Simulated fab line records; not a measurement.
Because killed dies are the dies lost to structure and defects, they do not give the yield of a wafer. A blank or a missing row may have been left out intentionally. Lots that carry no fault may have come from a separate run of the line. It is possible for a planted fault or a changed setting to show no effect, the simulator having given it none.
fab line records    flow sky130
record lots=15  wafers=45  last-day=50
route steps=708 shown SONOS_ONO@185 PAD_OPEN@708
lots with no fault: from the same line, run without faults
start-h: hours from the record's first day to the start of the lot's first wafer shown    wait-h: hours elapsed since this lot's preceding step    " repeats the value in the row above    L1.1+2: one row covering several wafers at once    - no value present, or no start provided    * or withheld: withheld    < > ~ a bound
route shown NAME@n: a module of which the file shows steps, and the number in the route of the first    usual: the fault-free wafers' mean and standard deviation    same: alike in all rows    chamber/n: place in a boat    sites: readings site by site    _std_site: standard deviation across them    _edge_site: the outer-site mean with the inner-site mean subtracted    radius-mm: for every site, how far away it sits from the centre of the wafer    mask NAME#n: copy n    behind: the tool/chamber that last shaped the wafer    hold: cause of the lot's hold/its duration in hours/its outcome    device: which transistor (n, p or np) failed to switch    end of line: tests of these same wafers at the route's end    step lacking rows: just its recipe    killed: count of dies lost to structure and defects at first sort (not the wafer's yield)    map: shows each die of a wafer: x if killed, . if not, _ if none is there
set.NAME: the setting that was run; set.NAME@STEP: the one run at that earlier step    model.NAME: the simulator's own value behind a step, which no gauge read
steps of the route over a sample of lots; a table a step, a row a wafer
services: from which hour (start-h, from the record's first day; less than 0 if before it) a tool's chamber was out of use, for how many hours, and why
## steps
# step SKY_SONOS_ONO_STRIP_17
# recipe chemistry=O2/N2  power-w=1400  pressure-mtorr=1500  platen-temp-c=withheld  o2-flow-sccm=3000  n2-flow-sccm=300  overash-fraction=0.5
# usual chamber-pressure-mTorr=1500.1/1.3  drypump-motor-current-A=5.6/0.45  oes-product-au=0.710/0.0043  overash-fraction=0.5/0  strip-time-to-endpoint-s=14.10/0.035
lot.wafer  tool             chamber  start-h  wait-h  chamber-pressure-mTorr  drypump-motor-current-A  oes-product-au  overash-fraction  rf-hours-counter-h  strip-time-to-endpoint-s
L247.3     plasma-asher-01  1        282.49   0.0     1501.2                  6.0                      0.711           0.5               -                   14.06
L247.5     "                0        "        "       1500.6                  6.0                      0.704           0.5               -                   14.12
L247.6     "                1        "        "       1498.7                  6.0                      0.709           0.5               -                   14.06
L250.3     plasma-asher-01  0        312.59   0.0     1500.9                  5.9                      0.705           0.5               -                   14.05
L250.4     "                1        "        "       1502.4                  5.9                      0.701           0.5               -                   14.12
L250.5     "                0        "        "       1498.0                  6.0                      0.709           0.5               -                   14.08
L252.2     plasma-asher-01  1        327.96   0.0     1498.9                  5.9                      0.705           0.5               67                  14.11
L252.5     "                1        "        "       1500.4                  6.0                      0.712           0.5               -                   14.09
L252.6     "                0        "        "       1501.9                  6.0                      0.714           0.5               -                   14.12
L254.3     plasma-asher-01  1        339.69   0.0     1501.3                  6.0                      0.707           0.5               -                   14.04
L254.4     "                0        "        "       1499.2                  6.0                      0.716           0.5               -                   14.12
L254.6     "                0        "        "       1501.0                  5.9                      0.714           0.5               -                   14.13
L256.2     plasma-asher-03  0        353.51   0.0     1501.0                  4.9                      0.714           0.5               53                  14.10
L256.3     "                0        "        "       1499.6                  4.9                      0.715           0.5               -                   14.08
L256.6     "                1        "        "       1500.1                  5.2                      0.711           0.5               -                   14.09
L257.1     plasma-asher-03  0        362.02   0.0     1499.6                  4.8                      0.716           0.5               54                  14.15
L257.3     "                1        "        "       1499.9                  5.2                      0.716           0.5               -                   14.17
L257.6     "                0        "        "       1501.0                  4.9                      0.707           0.5               -                   14.14
L258.3     plasma-asher-01  1        370.44   0.0     1500.6                  6.0                      0.711           0.5               -                   14.12
L258.4     "                0        "        "       1502.0                  5.9                      0.707           0.5               -                   14.09
L258.5     "                1        "        "       1500.7                  6.0                      0.711           0.5               -                   14.07
L259.1     plasma-asher-01  0        378.91   0.0     -                       -                        -               -                 -                   -
L259.3     "                0        "        "       -                       -                        -               -                 -                   -
L259.6     "                0        "        "       -                       -                        -               -                 -                   -
L260.1     plasma-asher-03  1        383.28   0.0     -                       -                        -               -                 -                   -
L260.2     "                0        "        "       -                       -                        -               -                 -                   -
L260.3     "                0        "        "       -                       -                        -               -                 -                   -
L261.1     plasma-asher-03  1        400.81   0.0     -                       -                        -               -                 -                   -
L261.3     "                0        "        "       -                       -                        -               -                 -                   -
L261.4     "                1        "        "       -                       -                        -               -                 -                   -
L266.1     plasma-asher-01  0        439.66   0.0     1498.7                  6.0                      0.708           0.5               0                   14.12
L266.5     "                1        "        "       1499.9                  6.0                      0.714           0.5               -                   14.07
L266.6     "                0        "        "       1499.3                  5.9                      0.704           0.5               -                   14.15
L267.1     plasma-asher-03  0        456.31   0.0     1498.9                  4.9                      0.707           0.5               63                  14.14
L267.2     "                1        "        "       1501.3                  5.2                      0.711           0.5               63                  14.16
L267.5     "                0        "        "       1500.3                  4.9                      0.712           0.5               -                   14.12
L268.1     plasma-asher-04  1        456.39   0.0     1501.7                  5.6                      0.712           0.5               29                  14.19
L268.4     "                1        "        "       1499.4                  5.6                      0.712           0.5               -                   14.20
L268.6     "                0        "        "       1501.0                  5.7                      0.710           0.5               -                   14.16
L269.2     plasma-asher-03  0        462.05   0.0     1500.9                  4.9                      0.702           0.5               63                  14.05
L269.4     "                1        "        "       1500.1                  5.2                      0.713           0.5               -                   14.10
L269.5     "                0        "        "       1501.4                  4.9                      0.713           0.5               -                   14.07
L270.4     plasma-asher-03  1        467.69   0.0     1499.9                  5.2                      0.717           0.5               -                   14.11
L270.5     "                0        "        "       1499.8                  4.9                      0.709           0.5               -                   14.07
L270.6     "                1        "        "       1500.7                  5.2                      0.713           0.5               -                   14.07
# step SKY_PAD_OPEN_PROBE_99
# usual killed_at_M0_to_M3=43/7.3  killed_at_M4_up=3.6/1.9  killed-at-contacts=23/5.3  killed-at-front-end=15/4.5  killed-at-other=0.3/0.72  killed-dies=85/9.4  killed-on-rim=17/4.2  killed-open=46/6.7  killed-short=38/6.8
# same gross-dies=492  killed-at-back-side=0
lot.wafer  tool       chamber  start-h  wait-h  killed_at_M0_to_M3  killed_at_M4_up  killed-at-contacts  killed-at-front-end  killed-at-other  killed-dies  killed-on-rim  killed-open  killed-short
L254.3     prober-01  -        1116.77  0.2     39                  6                26                  10                   1                82           17             32           50
L254.4     prober-01  -        1116.82  0.2     41                  3                24                  16                   1                85           18             46           39
L254.6     prober-01  -        1116.92  0.2     50                  4                21                  16                   0                91           16             47           44
L256.2     prober-02  -        1134.27  0.1     25                  4                24                  13                   2                68           11             40           27
L256.3     prober-02  -        1134.32  0.2     45                  2                21                  12                   0                80           13             43           37
L256.6     prober-02  -        1134.47  0.2     48                  7                23                  19                   0                97           24             60           37
L257.1     prober-01  -        1141.77  0.1     41                  2                21                  11                   0                75           13             44           31
L257.3     prober-01  -        1141.87  0.2     38                  6                15                  14                   0                73           15             40           33
L257.6     prober-01  -        1142.02  0.2     54                  7                22                  9                    0                92           18             45           47
L259.1     prober-02  -        1164.21  0.1     23                  4                29                  436                  0                492          96             40           34
L259.3     prober-02  -        1164.31  0.2     34                  2                21                  435                  0                492          96             35           35
L259.6     prober-02  -        1164.46  0.3     41                  6                24                  421                  0                492          96             54           34
L261.1     prober-01  -        1166.06  0.1     48                  2                26                  416                  0                492          96             44           41
L261.3     prober-01  -        1166.16  0.2     54                  4                22                  412                  0                492          96             46           44
L261.4     prober-01  -        1166.21  0.2     39                  2                21                  430                  0                492          96             37           34
L260.1     prober-02  -        1168.37  0.1     52                  5                13                  422                  0                492          96             47           39
L260.2     prober-02  -        1168.42  0.1     37                  1                24                  428                  2                492          96             43           44
L260.3     prober-02  -        1168.47  0.2     39                  3                13                  437                  0                492          96             47           28
L266.1     prober-01  -        1182.77  0.1     43                  5                19                  21                   0                88           21             49           39
L266.5     prober-01  -        1182.97  0.2     44                  2                16                  16                   0                78           17             41           37
L266.6     prober-01  -        1183.02  0.2     41                  3                22                  17                   1                84           16             32           52
# killed by level:class
L254.3 METAL1:geometric-particle:short=10 LI_CONTACT:geometric-particle:open=7 VIA3:geometric-particle:open=7 CONTACT:geometric-particle:open=7 LOCAL_INTERCONNECT:geometric-particle:short=6 CONTACT:geometric-particle:short=6 METAL2:geometric-particle:short=6 METAL4:geometric-particle:short=6
L254.4 VIA1:geometric-particle:open=10 LI_CONTACT:geometric-particle:open=7 LOCAL_INTERCONNECT:geometric-particle:short=7 METAL1:geometric-particle:short=7 CONTACT:geometric-particle:open=6 VIA2:geometric-particle:open=5 FIELD_ISO:geometric-particle:open=4 VIA1:geometric-particle:short=4
L254.6 VIA1:geometric-particle:open=13 CONTACT:geometric-particle:open=10 VIA3:geometric-particle:open=7 VIA1:geometric-particle:short=7 VIA2:geometric-particle:open=6 FIELD_ISO:geometric-particle:short=4 POLY_GATE:geometric-particle:short=4 LI_CONTACT:geometric-particle:open=4
L256.2 CONTACT:geometric-particle:open=10 LI_CONTACT:geometric-particle:open=8 VIA2:geometric-particle:open=6 METAL2:geometric-particle:short=5 POLY_GATE:geometric-particle:open=4 FIELD_ISO:geometric-particle:open=3 LOCAL_INTERCONNECT:geometric-particle:short=3 METAL1:geometric-particle:short=3
L256.3 VIA3:geometric-particle:open=9 METAL2:geometric-particle:short=9 VIA1:geometric-particle:open=8 LI_CONTACT:geometric-particle:open=7 CONTACT:geometric-particle:open=6 METAL1:geometric-particle:short=6 VIA1:geometric-particle:short=5 POLY_GATE:geometric-particle:open=4
L256.6 VIA3:geometric-particle:open=13 CONTACT:geometric-particle:open=12 VIA1:geometric-particle:open=7 FIELD_ISO:geometric-particle:short=5 POLY_GATE:geometric-particle:open=5 LI_CONTACT:geometric-particle:open=5 METAL2:geometric-particle:short=5 VIA3:geometric-particle:short=5
L257.1 VIA1:geometric-particle:open=9 LI_CONTACT:geometric-particle:open=8 VIA1:geometric-particle:short=7 CONTACT:geometric-particle:open=6 VIA3:geometric-particle:open=6 VIA2:geometric-particle:open=5 VIA3:geometric-particle:short=4 LI_CONTACT:geometric-particle:short=3
L257.3 VIA1:geometric-particle:open=8 VIA1:geometric-particle:short=8 CONTACT:geometric-particle:open=7 METAL4:geometric-particle:short=6 LI_CONTACT:geometric-particle:open=5 VIA3:geometric-particle:open=5 POLY_GATE:geometric-particle:open=4 VIA3:geometric-particle:short=4
L257.6 VIA1:geometric-particle:open=10 LI_CONTACT:geometric-particle:open=8 VIA2:geometric-particle:open=8 CONTACT:geometric-particle:short=7 METAL2:geometric-particle:short=7 METAL4:geometric-particle:short=6 METAL1:geometric-particle:short=6 VIA3:geometric-particle:open=6
L259.1 GATE_OXIDE:area-oxidation=418 CONTACT:geometric-particle:open=11 POLY_GATE:geometric-particle:open=8 LI_CONTACT:geometric-particle:open=8 METAL2:geometric-particle:short=5 CONTACT:geometric-particle:short=4 METAL4:geometric-particle:short=4 POLY_GATE:geometric-particle:short=3
L259.3 GATE_OXIDE:area-oxidation=422 CONTACT:geometric-particle:open=7 VIA1:geometric-particle:short=6 LI_CONTACT:geometric-particle:open=6 METAL1:geometric-particle:short=6 LOCAL_INTERCONNECT:geometric-particle:short=5 METAL2:geometric-particle:short=5 VIA2:geometric-particle:open=5
L259.6 GATE_OXIDE:area-oxidation=404 CONTACT:geometric-particle:open=9 VIA3:geometric-particle:open=8 VIA1:geometric-particle:open=8 VIA2:geometric-particle:open=6 METAL1:geometric-particle:short=6 FIELD_ISO:geometric-particle:open=4 POLY_GATE:geometric-particle:open=4
L261.1 GATE_OXIDE:area-oxidation=406 CONTACT:geometric-particle:open=11 METAL1:geometric-particle:short=10 VIA1:geometric-particle:open=8 LOCAL_INTERCONNECT:geometric-particle:short=7 VIA3:geometric-particle:open=7 VIA1:geometric-particle:short=7 METAL2:geometric-particle:short=5
L261.3 GATE_OXIDE:area-oxidation=402 VIA3:geometric-particle:open=13 METAL1:geometric-particle:short=12 VIA1:geometric-particle:open=10 CONTACT:geometric-particle:open=8 VIA1:geometric-particle:short=7 LI_CONTACT:geometric-particle:open=5 LOCAL_INTERCONNECT:geometric-particle:short=4
L261.4 GATE_OXIDE:area-oxidation=421 METAL1:geometric-particle:short=9 VIA1:geometric-particle:open=8 LI_CONTACT:geometric-particle:open=7 VIA2:geometric-particle:open=7 VIA3:geometric-particle:open=5 FIELD_ISO:geometric-particle:short=4 LOCAL_INTERCONNECT:geometric-particle:short=4
L260.1 GATE_OXIDE:area-oxidation=406 VIA2:geometric-particle:open=10 VIA1:geometric-particle:open=10 VIA1:geometric-particle:short=8 METAL2:geometric-particle:short=7 CONTACT:geometric-particle:open=6 FIELD_ISO:geometric-particle:short=5 FIELD_ISO:geometric-particle:open=4
L260.2 GATE_OXIDE:area-oxidation=405 CONTACT:geometric-particle:open=10 VIA1:geometric-particle:open=9 FIELD_ISO:geometric-particle:short=7 FIELD_ISO:geometric-particle:open=6 POLY_GATE:geometric-particle:short=6 LI_CONTACT:geometric-particle:open=5 VIA2:geometric-particle:open=5
L260.3 GATE_OXIDE:area-oxidation=417 POLY_GATE:geometric-particle:open=9 VIA3:geometric-particle:open=9 VIA1:geometric-particle:open=7 FIELD_ISO:geometric-particle:open=5 LI_CONTACT:geometric-particle:open=5 CONTACT:geometric-particle:open=5 VIA2:geometric-particle:open=5
L266.1 VIA3:geometric-particle:open=8 POLY_GATE:geometric-particle:open=7 VIA1:geometric-particle:open=7 FIELD_ISO:geometric-particle:short=6 LI_CONTACT:geometric-particle:open=6 CONTACT:geometric-particle:open=6 LI_CONTACT:geometric-particle:short=5 METAL4:geometric-particle:short=5
L266.5 METAL1:geometric-particle:short=11 VIA1:geometric-particle:open=10 VIA3:geometric-particle:open=7 LI_CONTACT:geometric-particle:open=6 VIA1:geometric-particle:short=6 FIELD_ISO:geometric-particle:short=4 POLY_GATE:geometric-particle:open=4 CONTACT:geometric-particle:short=4
L266.6 VIA1:geometric-particle:open=9 POLY_GATE:geometric-particle:short=6 LI_CONTACT:geometric-particle:short=6 METAL1:geometric-particle:short=6 METAL2:geometric-particle:short=6 LOCAL_INTERCONNECT:geometric-particle:short=5 FIELD_ISO:geometric-particle:open=4 VIA1:geometric-particle:short=4
## services
tool             chamber  start-h  hours  kind
plasma-asher-04  -        260.05   2.1    repair
plasma-asher-03  -        261.82   1.4    repair
plasma-asher-04  -        279.58   28.1   pm
plasma-asher-04  -        317.54   29.5   repair
plasma-asher-03  -        370.18   4.5    repair
plasma-asher-04  -        370.25   0.5    repair
plasma-asher-01  -        421.25   9.0    pm
plasma-asher-01  0        421.25   9.0    vent-cycle
plasma-asher-01  1        421.25   9.0    vent-cycle
plasma-asher-04  -        428.13   2.8    pm
plasma-asher-01  -        430.25   2.8    pm
plasma-asher-01  0        430.25   -      clean
plasma-asher-01  1        430.25   -      clean
plasma-asher-03  -        464.97   0.4    repair
## key
first-sign step=SKY_SONOS_ONO_STRIP_17  reading=tool-record  direction=missing
effect step=SKY_PAD_OPEN_PROBE_99  reading=killed-at-front-end  direction=up  sigmas=92  usual=15  struck=426
more-kills-born-at SKY_GATE_OXIDE_OXIDATION_01@furnace-01=3701
met-at SKY_SONOS_ONO_STRIP_17
struck-lots L259,L260,L261
later-rows-left-out L259.1,L259.3,L259.6,L260.1,L260.2,L260.3,L261.1,L261.3,L261.4
tester-left-out L259,L260,L261
onset-between 370.44 378.91
fault kind=skipped-step-whole  tool=plasma-asher-01,plasma-asher-03  chamber=-  onset-h=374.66  steps=SKY_SONOS_ONO_STRIP_17  scope=struck-lots-only
# tester-left-out: of these lots the tester's yield and bins aren't shown, on N5 and GAA mostly nor the transistor test; their killed dies are dies lost to structure and defects alone, not to doping, threshold or leakage, so they don't give the yield
# later-rows-left-out: the simulator's readings of these wafers behind a module that went badly wrong aren't trusted and aren't shown, but for the sort
